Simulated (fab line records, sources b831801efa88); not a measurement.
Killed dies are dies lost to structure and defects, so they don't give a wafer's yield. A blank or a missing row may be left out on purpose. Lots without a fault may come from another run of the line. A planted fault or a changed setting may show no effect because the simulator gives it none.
Which tool did it? | flow sky130 | 24 lots, 72 wafers sampled, at 6 steps of a route of 708

WHAT THE GAUGES READ, wafer by wafer
SKY_SPACER_THK_MEAS_01. Usual: SPACER_CVD_00_THK 42.9 nm, standard deviation 0.33.
lot  | measured     | on            | SPACER_CVD_00_THK (nm) | flag
L074 | day 22 21:20 | film_metro-02 | 43.1 42.9 42.8         |
L075 | day 23 11:17 | film_metro-01 | 43.1 42.9 43.1         |
L076 | day 23 17:40 | film_metro-01 | 42.2 42.6 42.3         |
L077 | day 24 11:38 | film_metro-02 | 43.1 42.8 43.3         |
L078 | day 24 13:53 | film_metro-01 | 43.0 43.3 42.8         |
L079 | day 24 22:56 | film_metro-03 | 43.0 42.9 42.9         |
L080 | day 25 08:46 | film_metro-03 | 42.7 43.0 42.6         |
L081 | day 25 17:34 | film_metro-01 | 43.3 43.0 43.2         |
L082 | day 25 21:20 | film_metro-01 | 43.3 42.9 43.2         |
L083 | day 26 03:26 | film_metro-03 | 43.0 43.0 43.0         |
L084 | day 26 14:56 | film_metro-03 | 42.9 43.0 43.3         |
L085 | day 27 04:50 | film_metro-03 | 42.8 42.8 42.8         |
L086 | day 27 06:02 | film_metro-03 | 43.5 43.3 43.8         |
L087 | day 27 12:32 | film_metro-02 | 42.8 43.1 42.9         |
L088 | day 28 04:17 | film_metro-01 | 43.0 42.6 42.5         |
L089 | day 28 10:14 | film_metro-03 | 42.4 42.8 42.6         |
L090 | day 28 22:14 | film_metro-02 | 43.6 43.5 43.4         |
L091 | day 29 00:02 | film_metro-03 | 42.5 42.7 42.5         |
L092 | day 29 01:50 | film_metro-03 | 42.6 42.9 43.0         |
L093 | day 29 14:01 | film_metro-03 | 43.1 43.1 43.2         |
L094 | day 30 01:11 | film_metro-02 | 42.7 42.6 42.8         |
L095 | day 30 12:15 | film_metro-01 | 43.4 43.5 43.5         |
L096 | day 30 17:14 | film_metro-02 | 43.4 43.1 43.7         |
L097 | day 31 07:37 | film_metro-02 | 42.8 42.8 42.9         |

SKY_CONTACT_THK_MEAS_03. Usual: CONTACT_HDPCVD_THK 568 nm, standard deviation 6.7.
lot  | measured     | on            | CONTACT_HDPCVD_THK (nm) | flag
L074 | day 30 10:01 | film_metro-01 | 560 563 564             |
L075 | day 30 21:14 | film_metro-03 | 575 570 565             |
L076 | day 31 05:34 | film_metro-01 | 572 562 567             |
L077 | day 31 20:27 | film_metro-04 | 571 572 572             |
L078 | day 31 22:21 | film_metro-04 | 573 559 569             |
L079 | day 32 05:49 | film_metro-04 | 574 567 571             |
L080 | day 32 16:01 | film_metro-03 | 560 568 564             |
L081 | day 32 23:20 | film_metro-01 | 578 564 572             |
L082 | day 33 02:47 | film_metro-01 | 560 560 564             |
L083 | day 33 11:39 | film_metro-04 | 564 568 563             |
L084 | day 33 19:41 | film_metro-01 | 559 552 563             |
L085 | day 34 08:33 | film_metro-04 | 573 569 572             |
L086 | day 34 09:55 | film_metro-01 | 573 566 566             |
L087 | day 34 16:04 | film_metro-03 | 564 575 588             |
L088 | day 35 05:39 | film_metro-03 | 559 565 571             |
L089 | day 35 12:17 | film_metro-03 | 571 572 564             |
L090 | day 35 22:00 | film_metro-04 | 577 571 574             |
L091 | day 36 00:44 | film_metro-04 | 569 560 562             |
L092 | day 36 01:28 | film_metro-04 | 569 583 571             |
L093 | day 36 13:17 | film_metro-04 | 562 558 564             |
L094 | day 36 20:31 | film_metro-03 | 578 582 570             |
L095 | day 37 08:28 | film_metro-04 | 566 572 576             |
L096 | day 37 11:32 | film_metro-04 | 562 558 565             |
L097 | day 38 02:40 | film_metro-03 | 574 574 573             |

SKY_VIA4_BOW_MEAS_03. Usual: VIA4_BOW 81 um, standard deviation 8.4.
lot  | measured     | on            | VIA4_BOW (um) | flag
L074 | day 41 19:37 | film_metro-04 | 91 76 84      |
L075 | day 42 04:46 | film_metro-03 | 84 84 96      |
L076 | day 42 13:02 | film_metro-04 | 91 74 76      |
L077 | day 42 23:51 | film_metro-04 | 86 82 75      |
L078 | day 43 00:13 | film_metro-03 | 87 82 85      |
L079 | day 43 10:31 | film_metro-03 | 78 80 87      |
L080 | day 43 19:35 | film_metro-01 | 81 72 76      |
L081 | day 43 23:36 | film_metro-01 | 74 78 96      |
L082 | day 44 01:22 | film_metro-01 | 81 81 77      |
L083 | day 44 11:32 | film_metro-04 | 95 101 94     |
L084 | day 44 19:05 | film_metro-03 | 93 85 92      |
L085 | day 45 04:37 | film_metro-04 | 97 81 87      |
L086 | day 45 06:37 | film_metro-01 | 87 82 87      |
L087 | day 45 10:10 | film_metro-03 | 93 87 82      |
L088 | day 45 22:38 | film_metro-03 | 84 71 75      |
L089 | day 46 01:25 | film_metro-03 | 81 71 76      |
L090 | day 46 10:43 | film_metro-01 | 86 86 92      |
L091 | day 46 15:31 | film_metro-03 | 66 67 68      |
L092 | day 46 15:49 | film_metro-04 | 76 84 88      |
L093 | day 46 23:24 | film_metro-01 | 74 65 84      |
L094 | day 47 05:06 | film_metro-03 | 62 75 78      |
L095 | day 47 15:42 | film_metro-01 | 84 90 89      |
L096 | day 47 17:32 | film_metro-04 | 65 81 80      |
L097 | day 48 05:26 | film_metro-03 | 70 64 72      |

SKY_VIA4_RS_MEAS_19: measures by four-point-probe. Usual: VIA4_W_RS 0.225 ohm/sq, standard deviation 0.0034.
lot  | measured     | on            | VIA4_W_RS (ohm/sq) | flag
L074 | day 42 19:32 | film_metro-04 | 0.229 0.219 0.229  |
L075 | day 43 04:56 | film_metro-01 | 0.220 0.225 0.224  |
L076 | day 43 13:44 | film_metro-04 | 0.226 0.221 0.227  |
L077 | day 44 00:35 | film_metro-01 | 0.223 0.223 0.224  |
L078 | day 44 00:49 | film_metro-01 | 0.220 0.225 0.221  |
L079 | day 44 10:48 | film_metro-01 | 0.220 0.225 0.220  |
L080 | day 44 20:14 | film_metro-01 | 0.220 0.224 0.220  |
L081 | day 44 23:04 | film_metro-04 | 0.229 0.225 0.228  |
L082 | day 45 01:26 | film_metro-03 | 0.229 0.223 0.225  |
L083 | day 45 10:30 | film_metro-01 | 0.220 0.228 0.221  |
L084 | day 45 18:19 | film_metro-03 | 0.227 0.221 0.232  |
L085 | day 46 02:54 | film_metro-01 | 0.223 0.219 0.220  |
L086 | day 46 04:50 | film_metro-01 | 0.225 0.232 0.232  |
L087 | day 46 07:50 | film_metro-04 | 0.223 0.223 0.225  |
L088 | day 46 20:11 | film_metro-04 | 0.225 0.224 0.230  |
L089 | day 46 22:58 | film_metro-03 | 0.224 0.220 0.223  |
L090 | day 47 07:17 | film_metro-01 | 0.223 0.226 0.226  |
L091 | day 47 12:00 | film_metro-04 | 0.225 0.222 0.225  |
L092 | day 47 12:38 | film_metro-01 | 0.223 0.225 0.224  |
L093 | day 47 20:13 | film_metro-03 | 0.230 0.223 0.224  |
L094 | day 48 02:05 | film_metro-04 | 0.225 0.225 0.226  |
L095 | day 48 11:51 | film_metro-03 | 0.221 0.229 0.222  |
L096 | day 48 13:00 | film_metro-01 | 0.232 0.225 0.224  |
L097 | day 49 00:53 | film_metro-03 | 0.230 0.227 0.230  |

SKY_PASSIVATION_THK_MEAS_03. Usual: PASSIVATION_CVD_02_THK 539 nm, standard deviation 8.2.
lot  | measured     | on            | PASSIVATION_CVD_02_THK (nm) | flag
L074 | day 43 20:40 | film_metro-04 | 539 535 544                 |
L075 | day 44 06:12 | film_metro-04 | 540 531 554                 |
L076 | day 44 14:31 | film_metro-04 | 533 536 543                 |
L077 | day 45 01:41 | film_metro-01 | 533 547 537                 |
L078 | day 45 01:42 | film_metro-04 | 533 531 543                 |
L079 | day 45 10:55 | film_metro-01 | 531 541 535                 |
L080 | day 45 19:53 | film_metro-01 | 533 528 541                 |
L081 | day 45 22:28 | film_metro-04 | 557 564 552                 |
L082 | day 46 01:31 | film_metro-02 | 544 528 538                 |
L083 | day 46 08:25 | film_metro-04 | 545 528 546                 |
L084 | day 46 16:52 | film_metro-01 | 529 542 527                 |
L085 | day 47 00:43 | film_metro-04 | 535 544 542                 |
L086 | day 47 02:39 | film_metro-01 | 541 546 549                 |
L087 | day 47 05:36 | film_metro-01 | 527 524 542                 |
L088 | day 47 18:19 | film_metro-01 | 540 547 547                 |
L089 | day 47 20:45 | film_metro-02 | 547 547 559                 |
L090 | day 48 03:54 | film_metro-04 | 521 533 533                 |
L091 | day 48 10:02 | film_metro-02 | 540 540 539                 |
L092 | day 48 10:11 | film_metro-01 | 536 549 556                 |
L093 | day 48 16:50 | film_metro-01 | 532 529 536                 |
L094 | day 48 22:00 | film_metro-01 | 530 541 542                 |
L095 | day 49 07:57 | film_metro-02 | 532 528 525                 |
L096 | day 49 09:03 | film_metro-02 | 542 547 548                 |
L097 | day 49 20:02 | film_metro-04 | 529 536 535                 |

WHICH TOOL RAN EACH LOT (tool, then ch and the chambers of the sampled wafers, then the start)
lot  | SKY_VIA4_SPUTTER_17
L074 | pvd_sputter-02, day 42 19:20
L075 | pvd_sputter-01, day 43 04:44
L076 | pvd_sputter-04, day 43 13:29
L077 | pvd_sputter-01, day 44 00:22
L078 | pvd_sputter-02, day 44 00:35
L079 | pvd_sputter-01, day 44 10:34
L080 | pvd_sputter-04, day 44 19:58
L081 | pvd_sputter-04, day 44 22:48
L082 | pvd_sputter-04, day 45 01:13
L083 | pvd_sputter-01, day 45 10:16
L084 | pvd_sputter-02, day 45 18:05
L085 | pvd_sputter-04, day 46 02:39
L086 | pvd_sputter-02, day 46 04:38
L087 | pvd_sputter-02, day 46 07:36
L088 | pvd_sputter-01, day 46 19:58
L089 | pvd_sputter-04, day 46 22:44
L090 | pvd_sputter-01, day 47 07:03
L091 | pvd_sputter-01, day 47 11:47
L092 | pvd_sputter-04, day 47 12:25
L093 | pvd_sputter-04, day 47 20:00
L094 | pvd_sputter-02, day 48 01:52
L095 | pvd_sputter-04, day 48 11:37
L096 | pvd_sputter-04, day 48 12:47
L097 | pvd_sputter-02, day 49 00:40
- SKY_VIA4_SPUTTER_17: material TiN, target thk 20 nm, time 80 s.

WHAT THE TOOLS THEMSELVES READ (means of the sampled wafers that have a number; where no wafer has one, the mark that the record gives instead)
SKY_VIA4_SPUTTER_17. Usual: throttle_valve_pct 29.3 %, standard deviation 1.2.
lot  | tool           | throttle_valve_pct (%) | flag
L074 | pvd_sputter-02 | 29.1                   |
L075 | pvd_sputter-01 | 28.7                   |
L076 | pvd_sputter-04 | 28.4                   |
L077 | pvd_sputter-01 | 28.7                   |
L078 | pvd_sputter-02 | 29.4                   |
L079 | pvd_sputter-01 | 29.5                   |
L080 | pvd_sputter-04 | 30.6                   |
L081 | pvd_sputter-04 | 29.6                   |
L082 | pvd_sputter-04 | 28.6                   |
L083 | pvd_sputter-01 | 29.4                   |
L084 | pvd_sputter-02 | 29.0                   |
L085 | pvd_sputter-04 | 30.6                   |
L086 | pvd_sputter-02 | 29.3                   |
L087 | pvd_sputter-02 | 28.3                   |
L088 | pvd_sputter-01 | 28.6                   |
L089 | pvd_sputter-04 | 29.5                   |
L090 | pvd_sputter-01 | 29.1                   |
L091 | pvd_sputter-01 | 28.6                   |
L092 | pvd_sputter-04 | 28.6                   |
L093 | pvd_sputter-04 | 29.3                   |
L094 | pvd_sputter-02 | 28.8                   |
L095 | pvd_sputter-04 | 29.5                   |
L096 | pvd_sputter-04 | 30.6                   |
L097 | pvd_sputter-02 | 29.6                   |

THE ANSWER, worked out from the rows above alone
Rule: a lot is off if the mean of its wafers that have a number lies more than 3 standard deviations from the usual mean. A lot without any number at a reading at which 4 lots or more have one is off too. The other lots that the step has rows for count as sound. The gauges are gone through in route order, then the tools' own readings, and for those a lot's mean is taken as printed above. The first step at which some lot is off is used, and at that step the reading that is off furthest; a lot without a number counts as furthest.
No lot is off at any reading shown: from this, nothing can be told.

WHAT THE SIMULATOR HAD PUT IN
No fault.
